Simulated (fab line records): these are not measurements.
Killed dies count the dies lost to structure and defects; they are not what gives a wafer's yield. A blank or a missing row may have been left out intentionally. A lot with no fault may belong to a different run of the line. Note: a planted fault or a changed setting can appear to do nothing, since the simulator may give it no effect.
Problem report, 8D (eight disciplines) form, completed by code + flow gf180mcu + the parts of the form that need people (team, actions taken, sign-off) are left out

== 1. THE ISSUE ==
Wafers free of any fault read 3170 (standard deviation 22) for PSD_TW at GF_PSD_TW_MEAS_11, against a mean of 2848 on 6 wafers of 2 lots. Measured from the usual mean, that is -15 standard deviations.
Earliest sighting: wafer L219.1 on film-metro-01 at day 18 13:27. The record has a number at this step for 30 wafers belonging to 10 lots. Rule for "out" (also "out of limits"): further than 4 standard deviations from the usual mean. The rest of the wafers with a number are treated as sound.

== 2. WHAT IT IS, AND WHAT IT ISN'T ==
| question                    | is                           | is not                                                                          |
|-----------------------------|------------------------------|---------------------------------------------------------------------------------|
| which readings at this step | PSD_TW                       | -                                                                               |
| which lots                  | L219, L220                   | L210, L211, L214, L216, L217, L228, L229, L230                                  |
| which wafers of those lots  | all that have a number       | -                                                                               |
| read on which gauges        | film-metro-01, film-metro-03 | film-metro-02                                                                   |
| when                        | from day 18 13:27            | up to then (15 sound wafers); but 9 sound wafers of L228, L229, L230 came after |

== 3. SUSPECTS, AND WHAT RULES EACH OUT ==
Counting: a tool at any process step up to the reading remains a suspect when it ran all the lots that are out and ran no sound lot after the first of those.
- the gauge at GF_PSD_TW_MEAS_11: ruled out. 2 gauges (film-metro-01, film-metro-03) read the wafers that are out.
- rie-diel-04 at GF_POLY_GATE_ETCH_12 (etches BARC in N2/H2): kept. It processed each lot that is out, first L219 at day 12 20:16, and no sound lot thereafter; up to then, the last sound lot it processed was L216 at day 12 05:34.
- plasma-asher-01 at GF_NSD_STRIP_11 (strips in O2/N2): ruled out as a lasting fault. The sound lots L229 went through it after L219, its earliest lot that is out (day 17 13:29).
- implanter-01 at GF_PSD_IMPLANT_09: ruled out as a lasting fault. The sound lots L230 went through it after L219, its earliest lot that is out (day 18 13:12).
- plasma-asher-03 at GF_PSD_STRIP_10 (strips in O2/N2): ruled out as a lasting fault. The sound lots L228 went through it after L219, its earliest lot that is out (day 18 13:21).
The count leaves rie-diel-04 at GF_POLY_GATE_ETCH_12.

== 4. THE CAUSE (what the simulator had put in) ==
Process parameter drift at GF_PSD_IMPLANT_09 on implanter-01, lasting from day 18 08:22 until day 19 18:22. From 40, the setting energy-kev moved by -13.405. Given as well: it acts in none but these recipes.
The count ruled it out by mistake, since the rule takes a fault to strike every lot its tool runs from the start of the fault on, and this one did not do so.

== 5. THE EFFECT CHAIN, in route order ==
One row per reading whose mean, taken over the struck wafers that have a number, lies over 3 standard deviations from the usual. Readings are gone through only where the record gives a usual standard deviation; hours: the median, over the lots, of the time from a lot's start at the first step in this table giving one to that lot's start at this step; sigmas: the change measured in usual standard deviations.
| hours | step              | reading                  | usual         | on struck wafers | change  | sigmas      |
|-------|-------------------|--------------------------|---------------|------------------|---------|-------------|
| 0     | GF_PSD_IMPLANT_09 | beam-energy-keV          | 39.999        | 26.587           | -13.412 | -99 or more |
| 0     | GF_PSD_STRIP_10   | oes-product-au           | 0.592 a.u.    | 0.621            | +0.029  | +6.3        |
| 0     | GF_PSD_STRIP_10   | strip-time-to-endpoint-s | 16.52 s       | 15.23            | -1.29   | -33         |
| 0     | GF_PSD_TW_MEAS_11 | PSD_TW                   | 3170          | 2848             | -322    | -15         |
| 1     | GF_PSD_RS_MEAS_15 | PSD_RS                   | 108.49 ohm/sq | 130.32           | +21.83  | +78         |
Its process steps:
- GF_PSD_IMPLANT_09
- GF_PSD_STRIP_10: strips in O2/N2.

== 6. WHAT WOULD HAVE CAUGHT IT SOONER ==
The first out-of-limits reading at a measuring or inspecting step in this record came at day 18 13:27, 5 hours after the fault's start at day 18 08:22.
The tool's own readings at GF_PSD_IMPLANT_09 were out on every struck wafer that the step has a row for (beam-energy-keV): an alarm limit on them would have fired on the first of those.
